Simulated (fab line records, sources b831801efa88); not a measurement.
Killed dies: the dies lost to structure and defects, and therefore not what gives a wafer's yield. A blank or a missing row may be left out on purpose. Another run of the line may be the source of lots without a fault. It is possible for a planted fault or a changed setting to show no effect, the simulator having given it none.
Which of the tools did it? ; flow sky130 ; 33 wafers from 11 lots sampled at 2 of the route's 708 steps

WHAT THE GAUGES READ, wafer by wafer
SKY_VIA1_RS_MEAS_22: uses a four-point probe to measure.
lot;measured;on;VIA1_W_RS (ohm/sq)
L150;day 34 12:51;filmMetro-02;0.422 0.421 0.426
L149;day 34 13:14;filmMetro-01;0.427 0.430 0.425
L152;day 35 13:56;filmMetro-02;0.426 0.427 0.428
L153;day 35 14:35;filmMetro-01;0.432 0.427 0.427
L156;day 36 16:35;filmMetro-02;0.456 0.428 0.445 0.455 0.429 0.445
L158;day 37 02:06;filmMetro-02;0.431 0.450 0.453 0.431 0.450 0.453
L165;day 40 11:13;filmMetro-02;0.421 0.424 0.417
L168;day 40 12:13;filmMetro-03;0.436 0.428 0.429
L167;day 40 13:28;filmMetro-02;0.423 0.427 0.423
L169;day 40 18:48;filmMetro-01;0.428 0.431 0.429
L171;day 40 23:25;filmMetro-02;0.429 0.424 0.420

EACH LOT AND THE TOOL THAT RAN IT (in order: tool; ch and the chambers of the sampled wafers; start)
lot;SKY_VIA1_CVD_21
L150;cvdW-01 ch 0,1, day 34 12:44
L149;cvdW-02 ch 0,1, day 34 13:07
L152;cvdW-02 ch 0,1, day 35 13:50
L153;cvdW-01 ch 0,1, day 35 14:29
L156;cvdW-01 ch 0,1, day 36 16:29
L158;cvdW-01 ch 0,1, day 37 02:01
L165;cvdW-02 ch 0,1, day 40 11:07
L168;cvdW-01 ch 0,1, day 40 12:07
L167;cvdW-01 ch 0,1, day 40 13:22
L169;cvdW-02 ch 0,1, day 40 18:41
L171;cvdW-01 ch 0,1, day 40 23:19
- SKY_VIA1_CVD_21: deposits W, target thk 270 nm, time 80.902 s.

THE ANSWER, worked out from the rows above alone
Rule: the lots themselves supply what counts as usual. Put in order of their means at a reading, lots are off if they are a third of the lots or fewer, leave a main group of 4 or more, and stand apart from it by a gap of 3 or more times the standard deviation of the main group's means; of several such gaps the widest counts. If all means in a main group match to the digits the tables above print for the reading, that group is not used. A lot without any number at a reading at which 4 lots or more have one is off too. Any other lot the step has rows for is counted as sound.
Off: L156, L158, at SKY_VIA1_RS_MEAS_22 (VIA1_W_RS). The main group has a mean of 0.426 ohm/sq with a standard deviation of 0.0031.
A tool fits if, at a process step before that reading, it ran every lot that is off, and no sound lot after the first of them. The gauges at SKY_VIA1_RS_MEAS_22 are tried like those tools. No candidate that was tried fits.

WHAT THE SIMULATOR PUT IN
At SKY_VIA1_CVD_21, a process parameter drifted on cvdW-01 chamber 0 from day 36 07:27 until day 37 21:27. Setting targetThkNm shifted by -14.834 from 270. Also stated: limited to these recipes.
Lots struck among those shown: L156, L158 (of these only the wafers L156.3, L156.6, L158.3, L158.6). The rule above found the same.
